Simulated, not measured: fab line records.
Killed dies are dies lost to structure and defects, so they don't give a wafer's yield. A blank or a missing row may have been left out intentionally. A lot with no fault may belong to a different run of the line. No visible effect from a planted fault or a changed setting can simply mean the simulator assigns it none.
8D (eight disciplines) problem report, filled in by code	flow sky130	the parts of the form that need people (team, actions taken, sign-off) are left out

## 1. PROBLEM STATEMENT
doseIonsCm2 at SKY_LDD_N_IMPLANT_11 reads a mean of 6.325e+13 on 6 wafers of 2 lots; wafers without a fault read 7.501e+13 with a standard deviation of 7.4e+10. So: -99 or more standard deviations from the usual mean.
First observed at day 23 10:50: wafer L759.4, on implanter-01. The record holds 42 wafers of 14 lots with a number at this step. Rule for "out" (also "out of limits"): further than 4 standard deviations from the usual mean. The rest of the wafers with a number are treated as sound.

## 2. WHAT IT IS AND WHAT IT IS NOT
question	is	is not
which readings at this step	doseIonsCm2, faradayCurrentUA	-
which lots	L759, L762	L745, L747, L749, L750, L751, L752, L753, L754, L756, L757, L758, L764
which wafers of those lots	all that have a number	-
read on which tools	implanter-01	implanter-02, implanter-04
when	from day 23 10:50	up to then (33 sound wafers); but 3 sound wafers of L764 came after

## 3. SUSPECTS, AND WHAT RULES EACH OUT
Counting: a tool stays on the suspect list if, at a process step up to the reading, it processed all lots that are out and no sound lot following the first of them.
- implanter-01 at SKY_LDD_N_IMPLANT_11: kept. It processed each lot that is out, first L759 at day 23 10:50, and no sound lot thereafter; up to then, the last sound lot it processed was L757 at day 22 22:22. Out on those wafers are its own readings of doseIonsCm2, faradayCurrentUA.
Left after counting: implanter-01 at SKY_LDD_N_IMPLANT_11.

## 4. THE CAUSE (what the simulator had put in)
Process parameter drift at SKY_LDD_N_IMPLANT_11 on implanter-01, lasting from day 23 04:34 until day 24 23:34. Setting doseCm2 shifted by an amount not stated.
The count eliminated every tool but this one.

## 5. SEQUENCE OF EFFECTS, ordered by route
Each row: a reading whose mean over the struck wafers that have a number lies more than 3 standard deviations from the usual. Only readings whose record carries a usual standard deviation are examined. hours: median over the lots of the time between each lot's start at the first step of this table that gives one and its start at this step. sigmas: the change, counted in usual standard deviations.
hours	step	reading	usual	on struck wafers	change	sigmas
0	SKY_LDD_N_IMPLANT_11	doseIonsCm2	7.501e+13	6.325e+13	-1.176e+13	-99 or more
0	SKY_LDD_N_IMPLANT_11	faradayCurrentUA	423	358	-66	-7.8
Here are the process steps it includes:
- SKY_LDD_N_IMPLANT_11
At these later measuring or inspecting steps, every struck wafer for which the step has a row has a number for every such reading, and none has moved that far: SKY_METAL1_OVL_MEAS_16, SKY_VIA1_THK_MEAS_23.

## 6. HOW IT WOULD HAVE BEEN CAUGHT EARLIER
In this record no reading fell out of limits until day 23 10:50, 6 hours after the fault had begun at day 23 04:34.
